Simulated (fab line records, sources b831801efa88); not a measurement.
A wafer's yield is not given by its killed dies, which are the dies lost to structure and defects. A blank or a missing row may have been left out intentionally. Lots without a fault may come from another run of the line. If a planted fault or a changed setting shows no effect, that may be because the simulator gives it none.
fab line records	flow gf180mcu
record: lots: 12	wafers: 36	lastDay: 34
route steps=602 shown DNWELL@40 POLY_GATE@171 HV_LDD@212
lots with no fault: from the same line, run without faults
startH: the number of hours between the record's first day and the start of the first shown wafer of the lot	waitH: hours since the lot's step before	" unchanged from the row above	L1.1+2: several wafers, shown together as one row	- value missing, or start not given	* or withheld: withheld	< > ~ a bound
route shown NAME@n: a module of which the file shows steps, and the number in the route of the first	usual: mean/standard deviation of fault-free wafers	same: alike in all rows	chamber/n: place in a boat	sites: readings site by site	_std_site: standard deviation of those values	_edge_site: the outer-site mean with the inner-site mean subtracted	radiusMm: for every site, how far away it sits from the centre of the wafer	mask NAME#n: copy n	behind: the most recent tool/chamber to have shaped the wafer	hold: reason for holding the lot/hours on hold/outcome of the hold	device: the n, p or np transistor that did not switch	end of line: tests of these same wafers at the route's end	a step given without rows: its recipe and nothing more	killed: dies lost to structure and defects at the first sort, not the wafer's yield	map: per-die view of a wafer (x killed, . not killed, _ where there is no die)
set.NAME: setting as actually run; set.NAME@STEP: the setting as run at that earlier step	model.NAME: the simulator's own value behind a step, which no gauge read
a sample of lots followed through the steps of the route, with each step as a table and each wafer as a row
services: the hour from which a tool's chamber was out of use, counted from the record's first day as startH (under 0 if before that day), plus the number of hours and why
== steps ==
step: GF_DNWELL_STRIP_08
recipe: chemistry: O2/N2	powerW: 1400	pressureMtorr: 1500	platenTempC: 250	o2FlowSccm: 3000	n2FlowSccm: 300	overashFraction: 0.5
usual: drypumpMotorCurrentA: 5.95/0.24	heaterPowerW: 335/34	oesProductAu: 0.722/0.0047	stripTimeToEndpointS: 36.95/0.11
lot.wafer	tool	chamber	startH	waitH	drypumpMotorCurrentA	heaterPowerW	oesProductAu	rfHoursCounterH	stripTimeToEndpointS
L382.1	plasmaAsher-03	1	40.95	0.1	5.68	317	0.724	39	36.86
L382.2	"	0	"	"	6.01	297	0.718	39	36.84
L382.4	"	1	"	"	5.66	321	0.723	-	36.77
L385.2	plasmaAsher-03	0	57.65	0.1	6.00	299	0.722	41	36.88
L385.5	"	0	"	"	6.00	289	0.727	-	37.02
L385.6	"	1	"	"	5.67	311	0.723	-	37.00
L386.1	plasmaAsher-03	0	64.64	0.1	5.97	290	0.725	42	37.08
L386.3	"	0	"	"	6.00	299	0.727	-	36.97
L386.6	"	0	"	"	5.96	297	0.721	-	36.93
L387.1	plasmaAsher-03	1	71.94	0.1	5.70	318	0.720	43	36.94
L387.2	"	0	"	"	5.96	291	0.719	43	37.03
L387.5	"	0	"	"	5.99	305	0.730	-	36.89
L389.2	plasmaAsher-01	0	83.47	0.1	6.46	377	0.720	42	36.93
L389.4	"	0	"	"	6.45	382	0.717	-	37.03
L389.6	"	0	"	"	6.43	382	0.721	-	36.87
L390.2	plasmaAsher-03	1	87.47	0.1	5.69	319	0.728	44	36.75
L390.5	"	0	"	"	6.01	289	0.723	-	36.79
L390.6	"	1	"	"	5.68	313	0.727	-	36.92
L393.2	plasmaAsher-01	0	103.89	0.1	6.47	380	0.725	45	37.22
L393.3	"	0	"	"	6.50	376	0.725	-	37.21
L393.5	"	1	"	"	5.61	392	0.719	-	37.18
L395.1	plasmaAsher-02	0	113.57	0.1	6.09	324	0.718	32	37.11
L395.3	"	0	"	"	6.10	328	0.710	-	36.95
L395.5	"	1	"	"	5.99	371	0.727	-	36.99
L397.2	plasmaAsher-01	1	122.34	0.1	5.60	386	0.714	47	36.97
L397.4	"	0	"	"	6.47	387	0.719	-	36.94
L397.6	"	1	"	"	5.61	385	0.725	-	37.03
L403.2	plasmaAsher-03	1	153.57	0.1	5.74	316	0.728	4	36.93
L403.3	"	0	"	"	5.97	290	0.728	-	36.90
L403.5	"	0	"	"	5.97	289	0.714	-	36.96
L404.2	plasmaAsher-03	0	159.67	0.1	5.99	292	0.716	4	37.06
L404.5	"	0	"	"	6.00	292	0.717	-	36.97
L404.6	"	1	"	"	5.68	321	0.718	-	37.00
L405.1	plasmaAsher-02	1	166.97	0.1	6.02	367	0.723	37	37.00
L405.2	"	0	"	"	6.13	332	0.724	37	37.00
L405.6	"	1	"	"	6.01	369	0.721	-	37.12
step: GF_POLY_GATE_STRIP_14
recipe: chemistry: O2/N2	powerW: 1400	pressureMtorr: 1500	platenTempC: 250	o2FlowSccm: 3000	n2FlowSccm: 300	overashFraction: 0.5
usual: drypumpMotorCurrentA: 6.07/0.29	heaterPowerW: 351/34	oesProductAu: 0.506/0.0047
lot.wafer	tool	chamber	startH	waitH	drypumpMotorCurrentA	heaterPowerW	oesProductAu	rfHoursCounterH
L382.1	plasmaAsher-02	1	191.12	0.0	5.99	369	0.508	40
L382.2	"	0	"	"	6.08	320	0.511	40
L382.4	"	0	"	"	6.10	330	0.505	-
L385.2	plasmaAsher-01	1	213.03	0.0	5.56	381	0.496	56
L385.5	"	0	"	"	6.48	381	0.501	-
L385.6	"	1	"	"	5.60	391	0.505	-
L386.1	plasmaAsher-01	1	221.98	0.0	5.54	374	0.505	57
L386.3	"	0	"	"	6.45	383	0.500	-
L386.6	"	0	"	"	6.49	387	0.498	-
L387.1	plasmaAsher-04	0	233.22	0.0	6.20	319	0.512	58
L387.2	"	1	"	"	6.09	305	0.514	58
L387.5	"	0	"	"	6.19	328	0.505	-
L389.2	plasmaAsher-01	0	249.85	0.0	6.46	379	0.505	61
L389.4	"	0	"	"	6.46	380	0.500	-
L389.6	"	0	"	"	6.49	388	0.513	-
L390.2	plasmaAsher-02	1	253.80	0.0	5.99	371	0.505	44
L390.5	"	1	"	"	6.00	376	0.507	-
L390.6	"	0	"	"	6.13	330	0.507	-
L393.2	plasmaAsher-04	1	275.82	0.0	6.11	283	0.501	62
L393.3	"	1	"	"	6.07	300	0.499	-
L393.5	"	1	"	"	6.09	290	0.513	-
L395.1	plasmaAsher-01	1	291.25	0.0	5.61	378	0.513	66
L395.3	"	1	"	"	5.63	384	0.500	-
L395.5	"	0	"	"	6.48	384	0.503	-
L397.2	plasmaAsher-04	1	305.18	0.0	6.09	296	0.504	65
L397.4	"	1	"	"	6.09	301	0.500	-
L397.6	"	1	"	"	6.09	298	0.507	-
L403.2	plasmaAsher-02	0	348.30	0.0	6.10	324	0.499	52
L403.3	"	0	"	"	6.09	333	0.501	-
L403.5	"	1	"	"	6.01	373	0.509	-
L404.2	plasmaAsher-01	1	357.02	0.0	5.62	366	0.505	74
L404.5	"	1	"	"	5.58	372	0.513	-
L404.6	"	0	"	"	6.44	387	0.511	-
L405.1	plasmaAsher-04	1	366.28	0.0	6.08	298	0.503	72
L405.2	"	0	"	"	6.19	324	0.504	72
L405.6	"	1	"	"	6.08	295	0.507	-
step: GF_HV_LDD_IMPLANT_36
recipe: species: P	energyKev: 60	doseCm2: 7.5e+12	tiltDeg: 30	rotationDeg: 270
usual: doseIonsCm2: 7.499e+12/8.7e+09	faradayCurrentUA: 42.2/0.88
lot.wafer	tool	chamber	startH	waitH	doseIonsCm2	faradayCurrentUA
L382.1	implanter-03	0	245.97	0.1	7.489e+12	41.5
L382.2	"	0	"	"	7.488e+12	43.0
L382.4	"	0	"	"	7.467e+12	42.8
L385.2	implanter-04	0	270.85	0.1	7.489e+12	42.2
L385.5	"	0	"	"	7.505e+12	42.4
L385.6	"	0	"	"	7.499e+12	42.0
L386.1	implanter-03	0	280.85	0.1	7.508e+12	43.6
L386.3	"	0	"	"	7.495e+12	41.9
L386.6	"	0	"	"	7.485e+12	42.7
L387.1	implanter-01	0	295.05	0.1	7.492e+12	41.5
L387.2	"	0	"	"	7.504e+12	43.2
L387.5	"	0	"	"	7.492e+12	42.2
L389.2	implanter-04	0	312.30	0.1	7.517e+12	41.5
L389.4	"	0	"	"	7.51e+12	41.3
L389.6	"	0	"	"	7.507e+12	41.5
L390.2	implanter-04	0	317.00	0.1	7.492e+12	42.0
L390.5	"	0	"	"	7.505e+12	44.0
L390.6	"	0	"	"	7.5e+12	41.5
L393.2	implanter-04	0	342.27	0.1	4.883e+12	27.2
L393.3	"	0	"	"	4.888e+12	28.4
L393.5	"	0	"	"	4.888e+12	27.5
L395.1	implanter-04	0	357.23	0.1	4.884e+12	26.8
L395.3	"	0	"	"	4.87e+12	27.7
L395.5	"	0	"	"	4.879e+12	28.2
L397.2	implanter-01	0	372.14	0.1	7.505e+12	40.5
L397.4	"	0	"	"	7.495e+12	42.9
L397.6	"	0	"	"	7.49e+12	41.7
L403.2	implanter-03	0	418.70	0.1	7.501e+12	40.5
L403.3	"	0	"	"	7.482e+12	42.4
L403.5	"	0	"	"	7.491e+12	42.7
L404.2	implanter-01	0	427.42	0.1	7.506e+12	42.4
L404.5	"	0	"	"	7.512e+12	42.4
L404.6	"	0	"	"	7.508e+12	42.1
L405.1	implanter-01	0	436.87	0.1	7.495e+12	42.0
L405.2	"	0	"	"	7.492e+12	41.6
L405.6	"	0	"	"	7.493e+12	42.6
step: GF_HV_LDD_TW_MEAS_38
usual: HV_LDD_3_TW: 1422/8.5
lot.wafer	tool	chamber	startH	waitH	HV_LDD_3_TW
L382.1	filmMetro-04	-	246.22	0.1	1419
L382.2	"	-	"	"	1430
L382.4	"	-	"	"	1425
L385.2	filmMetro-03	-	271.09	0.1	1428
L385.5	"	-	"	"	1433
L385.6	"	-	"	"	1431
L386.1	filmMetro-03	-	281.10	0.1	1425
L386.3	"	-	"	"	1428
L386.6	"	-	"	"	1425
L387.1	filmMetro-03	-	295.30	0.1	1432
L387.2	"	-	"	"	1435
L387.5	"	-	"	"	1434
L389.2	filmMetro-01	-	312.53	0.1	1424
L389.4	"	-	"	"	1421
L389.6	"	-	"	"	1414
L390.2	filmMetro-03	-	317.24	0.1	1430
L390.5	"	-	"	"	1436
L390.6	"	-	"	"	1436
L393.2	filmMetro-04	-	342.51	0.1	1384
L393.3	"	-	"	"	1391
L393.5	"	-	"	"	1384
L395.1	filmMetro-03	-	357.48	0.1	1384
L395.3	"	-	"	"	1382
L395.5	"	-	"	"	1387
L397.2	filmMetro-04	-	372.38	0.1	1425
L397.4	"	-	"	"	1429
L397.6	"	-	"	"	1425
L403.2	filmMetro-01	-	418.93	0.1	1416
L403.3	"	-	"	"	1418
L403.5	"	-	"	"	1414
L404.2	filmMetro-04	-	427.66	0.1	1419
L404.5	"	-	"	"	1427
L404.6	"	-	"	"	1428
L405.1	filmMetro-04	-	437.12	0.1	1431
L405.2	"	-	"	"	1435
L405.6	"	-	"	"	1431
step: GF_HV_LDD_TW_MEAS_50
usual: HV_LDD_4_TW: 564/3.5
lot.wafer	tool	chamber	startH	waitH	HV_LDD_4_TW
L382.1	filmMetro-01	-	265.53	0.1	559
L382.2	"	-	"	"	562
L382.4	"	-	"	"	561
L385.2	filmMetro-04	-	291.98	0.1	569
L385.5	"	-	"	"	567
L385.6	"	-	"	"	566
L386.1	filmMetro-04	-	302.02	0.1	566
L386.3	"	-	"	"	564
L386.6	"	-	"	"	568
L387.1	filmMetro-01	-	315.60	0.1	558
L387.2	"	-	"	"	558
L387.5	"	-	"	"	561
L389.2	filmMetro-01	-	333.86	0.1	560
L389.4	"	-	"	"	559
L389.6	"	-	"	"	564
L390.2	filmMetro-04	-	338.79	0.1	568
L390.5	"	-	"	"	564
L390.6	"	-	"	"	565
L393.2	filmMetro-01	-	364.38	0.1	560
L393.3	"	-	"	"	560
L393.5	"	-	"	"	561
L395.1	filmMetro-04	-	379.48	0.1	566
L395.3	"	-	"	"	564
L395.5	"	-	"	"	563
L397.2	filmMetro-03	-	395.58	0.2	569
L397.4	"	-	"	"	571
L397.6	"	-	"	"	566
L403.2	filmMetro-01	-	443.68	0.1	561
L403.3	"	-	"	"	564
L403.5	"	-	"	"	560
L404.2	filmMetro-03	-	451.98	0.1	569
L404.5	"	-	"	"	569
L404.6	"	-	"	"	565
L405.1	filmMetro-01	-	461.49	0.1	561
L405.2	"	-	"	"	556
L405.6	"	-	"	"	561
step: GF_HV_LDD_RS_MEAS_53
recipe: thkMeasGauge: four-point-probe
usual: HV_LDD_RS: 418.3/0.92
lot.wafer	tool	chamber	startH	waitH	HV_LDD_RS[ohm/sq]
L382.1	filmMetro-03	-	265.70	0.1	419.7
L382.2	"	-	"	"	420.6
L382.4	"	-	"	"	419.2
L385.2	filmMetro-01	-	292.17	0.1	417.9
L385.5	"	-	"	"	417.0
L385.6	"	-	"	"	417.9
L386.1	filmMetro-01	-	302.20	0.1	417.5
L386.3	"	-	"	"	417.7
L386.6	"	-	"	"	417.8
L387.1	filmMetro-03	-	315.77	0.1	419.0
L387.2	"	-	"	"	418.1
L387.5	"	-	"	"	417.5
L389.2	filmMetro-04	-	334.04	0.1	419.7
L389.4	"	-	"	"	420.8
L389.6	"	-	"	"	419.8
L390.2	filmMetro-03	-	338.97	0.1	419.3
L390.5	"	-	"	"	418.8
L390.6	"	-	"	"	418.5
L393.2	filmMetro-01	-	364.57	0.1	423.9
L393.3	"	-	"	"	425.4
L393.5	"	-	"	"	424.1
L395.1	filmMetro-01	-	379.66	0.1	425.2
L395.3	"	-	"	"	425.5
L395.5	"	-	"	"	425.6
L397.2	filmMetro-03	-	395.76	0.1	417.6
L397.4	"	-	"	"	417.6
L397.6	"	-	"	"	418.0
L403.2	filmMetro-03	-	443.87	0.1	418.7
L403.3	"	-	"	"	418.8
L403.5	"	-	"	"	417.8
L404.2	filmMetro-01	-	452.17	0.1	418.5
L404.5	"	-	"	"	418.5
L404.6	"	-	"	"	417.0
L405.1	filmMetro-01	-	461.67	0.1	416.9
L405.2	"	-	"	"	417.2
L405.6	"	-	"	"	418.0
== services ==
tool	chamber	startH	hours	kind
plasmaAsher-01	-	19.13	2.8	pm
implanter-01	-	32.29	3.4	pm
plasmaAsher-02	-	38.63	4.3	pm
plasmaAsher-01	-	52.35	13.1	repair
implanter-01	-	103.72	2.3	repair
plasmaAsher-03	-	108.75	9.0	pm
plasmaAsher-01	-	134.26	2.2	repair
implanter-04	-	159.20	4.7	repair
plasmaAsher-02	-	196.48	1.6	repair
plasmaAsher-03	-	207.96	2.9	repair
implanter-04	-	212.84	4.5	repair
plasmaAsher-02	-	215.95	24.5	repair
implanter-04	-	223.65	7.7	pm
plasmaAsher-04	-	224.76	3.8	repair
implanter-04	-	231.36	3.3	pm
plasmaAsher-03	-	251.07	1.4	repair
implanter-04	-	284.82	2.5	repair
implanter-04	-	285.08	4.4	repair
plasmaAsher-02	-	291.32	2.8	pm
plasmaAsher-01	-	308.15	1.0	repair
plasmaAsher-02	-	308.26	4.3	repair
plasmaAsher-02	-	331.13	5.5	repair
plasmaAsher-03	-	337.96	14.6	pm
plasmaAsher-03	-	427.28	0.4	repair
== key ==
firstSign: step: GF_HV_LDD_IMPLANT_36	reading: doseIonsCm2	direction: down	sigmas: 99+	usual: 7.499e+12	struck: 4.882e+12
effect: step: GF_HV_LDD_IMPLANT_36	reading: faradayCurrentUA	direction: down	sigmas: 17	usual: 42.2	struck: 27.6
effect: step: GF_HV_LDD_TW_MEAS_38	reading: HV_LDD_3_TW	direction: down	sigmas: 4.3	usual: 1422	struck: 1385
effect: step: GF_HV_LDD_RS_MEAS_53	reading: HV_LDD_RS	direction: up	sigmas: 7.2	usual: 418.3	struck: 424.9
metAt GF_HV_LDD_IMPLANT_36
struckLots L393,L395
testerLeftOut L393,L395
notActingAt GF_DNWELL_STRIP_08,GF_POLY_GATE_STRIP_14,GF_HV_LDD_TW_MEAS_50
onsetBetween 317.00 342.27
fault: kind: processParameterDrift	tool: implanter-04	chamber: -	onsetH: 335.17	steps: GF_HV_LDD_IMPLANT_36	channel: doseCm2	offset: -2.6121e+12	shape: step	endH: 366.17	actsIn: theseRecipesOnly	stated: 7.5e+12
testerLeftOut: of these lots the tester's yield and bins aren't shown, on N5 and GAA mostly nor the transistor test; their killed dies are dies lost to structure and defects alone, not to doping, threshold or leakage, so they don't give the yield
